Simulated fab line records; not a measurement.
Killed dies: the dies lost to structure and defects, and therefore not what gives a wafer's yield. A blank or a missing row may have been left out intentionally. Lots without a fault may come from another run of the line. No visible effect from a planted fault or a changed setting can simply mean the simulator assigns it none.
fab line records + flow sky130 + part 2 of 2: steps 32 to 42 of 42
record:
- lots: 5
- wafers: 15
- lastDay: 50
route steps=708 shown SONOS_ONO@168 GATE_OXIDE@187 POLY_GATE@204 RES_PROTECT@206
lots that met no fault: taken from a fault-free run of the same line
startH: hours from the record's first day to the start of the lot's first wafer shown + waitH: how many hours have passed since the lot's step before this one + " the same as in the row above + L1.1+2: one row covering several wafers at once + - no value, or no start given + * or withheld: withheld + < > ~ a bound
route shown NAME@n: names a module that has steps shown in the file, with the first one's number in the route + usual: mean and standard deviation over wafers with no fault + same: alike in all rows + chamber/n: place in a boat + sites: readings site by site + _std_site: the values' standard deviation + _edge_site: inner sites' mean taken away from outer sites' mean + radiusMm: how far each site lies from the wafer's centre + mask NAME#n: copy n + behind: the tool/chamber that last shaped the wafer + hold: the reason the lot was held/the length of the hold in hours/how it ended + device: whichever transistor did not switch (one of n, p or np) + end of line: tests run on the same wafers once the route is complete + for a step that has no rows: nothing shown but its recipe + killed: dies that structure and defects cost at the first sort, which is not the same as the wafer's yield + map: a wafer's dies, x killed, . not, _ none there
set.NAME: the run value of the setting; set.NAME@STEP: its run value at that earlier step + model.NAME: the simulator's own value behind a step, which no gauge read
lots at selected steps of the route; one table per step, one row per wafer
services: a tool's chamber out of use, with start hour (startH, from the record's first day; less than 0 if before it), hours out, and reason
== steps ==
step: SKY_GATE_OXIDE_WET_ETCH_12
recipe:
- chemistry: dHF
- targetDepthNm: 16.8
- dry: n2Spin
- target: SiO2
- dilution: 100:1
- tempC: 25
- timeS: 336
usual:
- tempC: 25.00/0.11
| lot.wafer | tool        | chamber | startH | waitH | tempC |
|-----------|-------------|---------|--------|-------|-------|
| L076.2    | wetBench-01 | 3       | 329.46 | 0.1   | 25.09 |
| L076.5    | "           | 3       | "      | "     | 24.98 |
| L076.6    | "           | 3       | "      | "     | 24.90 |
| L079.1    | wetBench-02 | 3       | 343.09 | 0.1   | 24.87 |
| L079.4    | "           | 3       | "      | "     | 24.91 |
| L079.5    | "           | 3       | "      | "     | 24.90 |
| L084.2    | wetBench-02 | 2       | 388.34 | 0.1   | 24.85 |
| L084.3    | "           | 2       | "      | "     | 25.14 |
| L084.6    | "           | 2       | "      | "     | 24.87 |
| L087.2    | wetBench-03 | 3       | 418.36 | 0.1   | 24.96 |
| L087.3    | "           | 3       | "      | "     | 25.07 |
| L087.5    | "           | 3       | "      | "     | 25.12 |
| L096.2    | wetBench-03 | 1       | 491.93 | 0.1   | 25.11 |
| L096.5    | "           | 1       | "      | "     | 25.01 |
| L096.6    | "           | 1       | "      | "     | 25.17 |
step: SKY_GATE_OXIDE_STRIP_13
recipe:
- chemistry: O2/N2
- powerW: 1400
- pressureMtorr: 1500
- platenTempC: withheld
- o2FlowSccm: 3000
- n2FlowSccm: 300
- overashFraction: 0.5
usual:
- drypumpMotorCurrentA: 5.7/0.52
- oesProductAu: 0.716/0.0049
- stripTimeToEndpointS: 14.18/0.044
| lot.wafer | tool           | chamber | startH | waitH | drypumpMotorCurrentA | oesProductAu | rfHoursCounterH | stripTimeToEndpointS |
|-----------|----------------|---------|--------|-------|----------------------|--------------|-----------------|----------------------|
| L076.2    | plasmaAsher-03 | 0       | 329.56 | 0.0   | 6.7                  | 0.705        | 49              | 14.13                |
| L076.5    | "              | 1       | "      | "     | 5.5                  | 0.716        | -               | 14.13                |
| L076.6    | "              | 0       | "      | "     | 6.6                  | 0.720        | -               | 14.18                |
| L079.1    | plasmaAsher-03 | 1       | 343.19 | 0.0   | 5.5                  | 0.716        | 51              | 14.19                |
| L079.4    | "              | 0       | "      | "     | 6.7                  | 0.717        | -               | 14.16                |
| L079.5    | "              | 0       | "      | "     | 6.7                  | 0.717        | -               | 14.17                |
| L084.2    | plasmaAsher-01 | 1       | 388.44 | 0.0   | 5.6                  | 0.721        | 70              | 14.28                |
| L084.3    | "              | 0       | "      | "     | 5.3                  | 0.707        | -               | 14.26                |
| L084.6    | "              | 0       | "      | "     | 5.2                  | 0.718        | -               | 14.25                |
| L087.2    | plasmaAsher-01 | 1       | 418.47 | 0.0   | 5.6                  | 0.718        | 73              | 14.14                |
| L087.3    | "              | 1       | "      | "     | 5.6                  | 0.715        | -               | 14.16                |
| L087.5    | "              | 1       | "      | "     | 5.6                  | 0.710        | -               | 14.14                |
| L096.2    | plasmaAsher-02 | 0       | 492.05 | 0.0   | 5.3                  | 0.720        | 34              | 14.29                |
| L096.5    | "              | 1       | "      | "     | 5.8                  | 0.717        | -               | 14.21                |
| L096.6    | "              | 0       | "      | "     | 5.3                  | 0.720        | -               | 14.25                |
step: SKY_GATE_OXIDE_TW_MEAS_14
usual:
- GATE_OXIDE_TW: 225.2/1.8
| lot.wafer | tool         | chamber | startH | waitH | GATE_OXIDE_TW |
|-----------|--------------|---------|--------|-------|---------------|
| L076.2    | filmMetro-04 | -       | 329.67 | 0.1   | 226.1         |
| L076.5    | "            | -       | "      | "     | 227.1         |
| L076.6    | "            | -       | "      | "     | 224.8         |
| L079.1    | filmMetro-01 | -       | 343.29 | 0.1   | 224.7         |
| L079.4    | "            | -       | "      | "     | 225.4         |
| L079.5    | "            | -       | "      | "     | 224.6         |
| L084.2    | filmMetro-04 | -       | 388.55 | 0.1   | 223.9         |
| L084.3    | "            | -       | "      | "     | 222.3         |
| L084.6    | "            | -       | "      | "     | 223.5         |
| L087.2    | filmMetro-01 | -       | 418.58 | 0.1   | 226.5         |
| L087.3    | "            | -       | "      | "     | 227.1         |
| L087.5    | "            | -       | "      | "     | 225.6         |
| L096.2    | filmMetro-03 | -       | 492.16 | 0.1   | 222.3         |
| L096.5    | "            | -       | "      | "     | 224.2         |
| L096.6    | "            | -       | "      | "     | 222.7         |
step: SKY_GATE_OXIDE_CLEAN_15
recipe:
- chemistry: SC1/SC2
- mix: 1:4:20
- tempC: 70
- timeS: 150
- dry: n2Spin
usual:
- tempC: 70.01/0.12
| lot.wafer | tool        | chamber | startH | waitH | tempC |
|-----------|-------------|---------|--------|-------|-------|
| L076.2    | wetBench-02 | 3       | 329.72 | 0.0   | 69.84 |
| L076.5    | "           | 3       | "      | "     | 69.94 |
| L076.6    | "           | 3       | "      | "     | 69.98 |
| L079.1    | wetBench-01 | 3       | 343.35 | 0.1   | 70.00 |
| L079.4    | "           | 3       | "      | "     | 69.93 |
| L079.5    | "           | 3       | "      | "     | 69.87 |
| L084.2    | wetBench-02 | 2       | 388.60 | 0.0   | 70.06 |
| L084.3    | "           | 2       | "      | "     | 70.07 |
| L084.6    | "           | 2       | "      | "     | 69.86 |
| L087.2    | wetBench-02 | 0       | 418.63 | 0.0   | 69.95 |
| L087.3    | "           | 0       | "      | "     | 69.80 |
| L087.5    | "           | 0       | "      | "     | 69.96 |
| L096.2    | wetBench-03 | 0       | 492.21 | 0.0   | 70.02 |
| L096.5    | "           | 0       | "      | "     | 69.82 |
| L096.6    | "           | 0       | "      | "     | 69.88 |
step: SKY_GATE_OXIDE_OXIDATION_16
recipe:
- tempC: 800
- ambient: O2
- idleTempC: 700
- rampUpCPerMin: 10
- rampDownCPerMin: 3
- stabiliseS: 600
- purgeS: 300
- targetThkA: 35.7
- oxTimeS: 1915
usual:
- oxTempC: 800.0/0.4
- zonePowerLowerPct: 12.9/1.5
| lot.wafer | tool       | chamber | startH | waitH | oxTempC | zonePowerLowerPct |
|-----------|------------|---------|--------|-------|---------|-------------------|
| L076.2    | furnace-01 | 0       | 330.86 | 1.1   | 799.4   | 14.7              |
| L076.5    | "          | 0       | "      | "     | 800.1   | 15.0              |
| L076.6    | "          | 0       | "      | "     | 800.1   | 14.5              |
| L079.1    | furnace-01 | 0       | 343.50 | 0.1   | 799.5   | 14.9              |
| L079.4    | "          | 0       | "      | "     | 799.7   | 14.9              |
| L079.5    | "          | 0       | "      | "     | 799.4   | 14.7              |
| L084.2    | furnace-02 | 0       | 390.97 | 2.3   | 799.6   | 11.9              |
| L084.3    | "          | 0       | "      | "     | 800.1   | 11.4              |
| L084.6    | "          | 0       | "      | "     | 799.6   | 11.5              |
| L087.2    | furnace-02 | 0       | 418.68 | 0.0   | 800.5   | 11.8              |
| L087.3    | "          | 0       | "      | "     | 800.6   | 11.7              |
| L087.5    | "          | 0       | "      | "     | 800.2   | 11.8              |
| L096.2    | furnace-02 | 0       | 492.26 | 0.0   | 800.9   | 11.7              |
| L096.5    | "          | 0       | "      | "     | 800.7   | 11.8              |
| L096.6    | "          | 0       | "      | "     | 800.4   | 12.0              |
step: SKY_POLY_GATE_CVD_00
recipe:
- material: poly-Si
- targetThkNm: 180
- tempC: 620
- timeS: 720
- pressureMtorr: 200
usual:
- zonePowerLowerPct: 9.22/0.1
| lot.wafer | tool     | chamber | startH | waitH | zonePowerLowerPct |
|-----------|----------|---------|--------|-------|-------------------|
| L076.2    | lpcvd-01 | 1       | 332.39 | 0.0   | 9.32              |
| L076.5    | "        | 1       | "      | "     | 9.16              |
| L076.6    | "        | 1       | "      | "     | 9.18              |
| L079.1    | lpcvd-01 | 0       | 345.03 | 0.0   | 9.21              |
| L079.4    | "        | 0       | "      | "     | 9.23              |
| L079.5    | "        | 0       | "      | "     | 9.32              |
| L084.2    | lpcvd-01 | 1       | 392.50 | 0.0   | 9.29              |
| L084.3    | "        | 1       | "      | "     | 9.01              |
| L084.6    | "        | 1       | "      | "     | 9.17              |
| L087.2    | lpcvd-01 | 1       | 420.22 | 0.0   | 9.16              |
| L087.3    | "        | 1       | "      | "     | 9.06              |
| L087.5    | "        | 1       | "      | "     | 9.27              |
| L096.2    | lpcvd-01 | 1       | 493.79 | 0.0   | 9.10              |
| L096.5    | "        | 1       | "      | "     | 9.16              |
| L096.6    | "        | 1       | "      | "     | 9.41              |
step: SKY_POLY_GATE_THK_MEAS_01
recipe:
- reads: poly-Si_of_POLY_GATE_CVD_00
usual:
- POLY_GATE_CVD_00_THK: 179.1/1.6
| lot.wafer | tool         | chamber | startH | waitH | POLY_GATE_CVD_00_THK[nm] |
|-----------|--------------|---------|--------|-------|--------------------------|
| L076.2    | filmMetro-01 | -       | 333.60 | 0.0   | 179.8                    |
| L076.5    | "            | -       | "      | "     | 180.6                    |
| L076.6    | "            | -       | "      | "     | 177.3                    |
| L079.1    | filmMetro-03 | -       | 346.23 | 0.0   | 179.2                    |
| L079.4    | "            | -       | "      | "     | 181.0                    |
| L079.5    | "            | -       | "      | "     | 180.0                    |
| L084.2    | filmMetro-01 | -       | 394.31 | 0.0   | 180.0                    |
| L084.3    | "            | -       | "      | "     | 181.3                    |
| L084.6    | "            | -       | "      | "     | 180.3                    |
| L087.2    | filmMetro-03 | -       | 421.43 | 0.0   | 181.2                    |
| L087.3    | "            | -       | "      | "     | 180.4                    |
| L087.5    | "            | -       | "      | "     | 179.0                    |
| L096.2    | filmMetro-02 | -       | 495.60 | 0.0   | 177.6                    |
| L096.5    | "            | -       | "      | "     | 177.3                    |
| L096.6    | "            | -       | "      | "     | 177.3                    |
step: SKY_RES_PROTECT_DEHYDRATE_00
recipe:
- tempC: 200
- timeS: 60
| lot.wafer  | tool          | chamber | startH | waitH |
|------------|---------------|---------|--------|-------|
| L076.2+5+6 | lithoTrack-04 | 0       | 346.41 | 12.8  |
| L079.1+4+5 | lithoTrack-04 | 0       | 359.39 | 13.1  |
| L084.2+3+6 | lithoTrack-02 | 0       | 408.45 | 14.1  |
| L087.2+3+5 | lithoTrack-02 | 0       | 436.40 | 15.0  |
| L096.2+5+6 | lithoTrack-02 | 0       | 510.30 | 14.7  |
step: SKY_RES_PROTECT_HMDS_01
recipe:
- primeTimeS: 60
- primeTempC: 120
| lot.wafer  | tool          | chamber | startH | waitH |
|------------|---------------|---------|--------|-------|
| L076.2+5+6 | lithoTrack-04 | 0       | 346.56 | 0.1   |
| L079.1+4+5 | lithoTrack-04 | 0       | 359.54 | 0.1   |
| L084.2+3+6 | lithoTrack-02 | 0       | 408.60 | 0.1   |
| L087.2+3+5 | lithoTrack-02 | 0       | 436.55 | 0.1   |
| L096.2+5+6 | lithoTrack-02 | 0       | 510.45 | 0.1   |
step: SKY_RES_PROTECT_COAT_02
recipe:
- resist: NOVOLAK
- spinRpm: 3000
- resistThkNm: 1140
| lot.wafer  | tool          | chamber | startH | waitH |
|------------|---------------|---------|--------|-------|
| L076.2+5+6 | lithoTrack-04 | 0       | 346.71 | 0.1   |
| L079.1+4+5 | lithoTrack-04 | 0       | 359.69 | 0.1   |
| L084.2+3+6 | lithoTrack-02 | 0       | 408.75 | 0.1   |
| L087.2+3+5 | lithoTrack-02 | 0       | 436.70 | 0.1   |
| L096.2+5+6 | lithoTrack-02 | 0       | 510.60 | 0.1   |
step: SKY_RES_PROTECT_SOFTBAKE_03
recipe:
- tempC: 90
- timeS: 60
- resist: NOVOLAK
| lot.wafer  | tool          | chamber | startH | waitH |
|------------|---------------|---------|--------|-------|
| L076.2+5+6 | lithoTrack-04 | 0       | 346.86 | 0.1   |
| L079.1+4+5 | lithoTrack-04 | 0       | 359.84 | 0.1   |
| L084.2+3+6 | lithoTrack-02 | 0       | 408.90 | 0.1   |
| L087.2+3+5 | lithoTrack-02 | 0       | 436.85 | 0.1   |
| L096.2+5+6 | lithoTrack-02 | 0       | 510.75 | 0.1   |
== services ==
| tool            | chamber | startH | hours | kind   |
|-----------------|---------|--------|-------|--------|
| ilineStepper-01 | -       | 250.77 | 0.8   | pm     |
| furnace-01      | -       | 257.39 | 8.5   | repair |
| plasmaAsher-01  | -       | 257.98 | 5.9   | repair |
| implanter-03    | -       | 258.23 | 12.1  | repair |
| plasmaAsher-01  | -       | 263.85 | 15.6  | pm     |
| plasmaAsher-01  | -       | 281.63 | 3.3   | repair |
| wetBench-02     | -       | 283.85 | 1.7   | repair |
| furnace-01      | -       | 294.08 | 2.8   | pm     |
| furnace-01      | -       | 318.89 | 4.7   | pm     |
| plasmaAsher-01  | -       | 321.14 | 3.2   | repair |
| furnace-02      | -       | 325.28 | 3.2   | pm     |
| lpcvd-01        | -       | 341.08 | 2.8   | pm     |
| furnace-01      | -       | 369.06 | 17.2  | pm     |
| wetBench-03     | -       | 392.96 | 3.9   | repair |
| lpcvd-03        | -       | 409.26 | 1.4   | repair |
| ilineStepper-02 | -       | 420.93 | 1.7   | pm     |
| plasmaAsher-01  | -       | 421.25 | 9.0   | pm     |
| ilineStepper-02 | -       | 426.38 | 1.7   | repair |
| lpcvd-01        | -       | 456.16 | 0.8   | pm     |
| furnace-01      | -       | 461.81 | 4.2   | pm     |
| plasmaAsher-01  | -       | 480.96 | 14.6  | pm     |
| lpcvd-03        | -       | 487.25 | 6.0   | pm     |
| furnace-02      | -       | 493.79 | 3.6   | pm     |
| furnace-02      | -       | 499.02 | 3.1   | pm     |
